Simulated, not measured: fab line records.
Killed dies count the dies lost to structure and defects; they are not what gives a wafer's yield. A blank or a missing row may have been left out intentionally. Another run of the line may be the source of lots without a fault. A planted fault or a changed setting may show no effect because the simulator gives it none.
Chamber matching -- flow gf180mcu -- GF_PASSIVATION_CVD_02 on pecvd-03: 3 sister chambers
The step deposits Si3N4, target thk 700 nm, time 486.18 s. 3 wafers are shown with their chamber, then 8 later ones without.

## WAFERS WITH THEIR CHAMBER
wafer,chamber,heaterPowerW (W)
L085.1,0,691
L085.3,2,715
L086.1,1,760

## WAFERS MISSING THEIR CHAMBER
wafer,heaterPowerW (W)
L086.2,707
L086.4,783
L087.4,636
L087.5,719
L087.6,690
L091.1,685
L091.3,659
L091.4,679

## EACH ONE'S CHAMBER
wafer,from the rows above,in truth
L086.2,can't be placed: 2 or 0 or 1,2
L086.4,can't be placed: 1 or 2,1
L087.4,can't be placed: 0 or 2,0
L087.5,can't be placed: 2 or 0 or 1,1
L087.6,can't be placed: 0 or 2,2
L091.1,can't be placed: 0 or 2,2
L091.3,can't be placed: 0 or 2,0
L091.4,can't be placed: 0 or 2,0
0 of 8 placed correctly. Can't be placed from these rows: 8 (the true chamber is among the candidates in 8). 0 placed wrongly.
How it was worked out, from the rows above alone: a wafer's distance from a chamber is the root of the sum, over the readings, of the square of ((its reading less the chamber's mean) divided by the reading's scatter). If the next closest chamber is less than 2 further off than the closest, the wafer can't be placed; otherwise it belongs to the closest. The mean given for a chamber averages the wafers shown for that chamber. The scatter: with one shown wafer a chamber, the root of the mean of the squares of how far each hidden wafer lies from its nearest shown one.
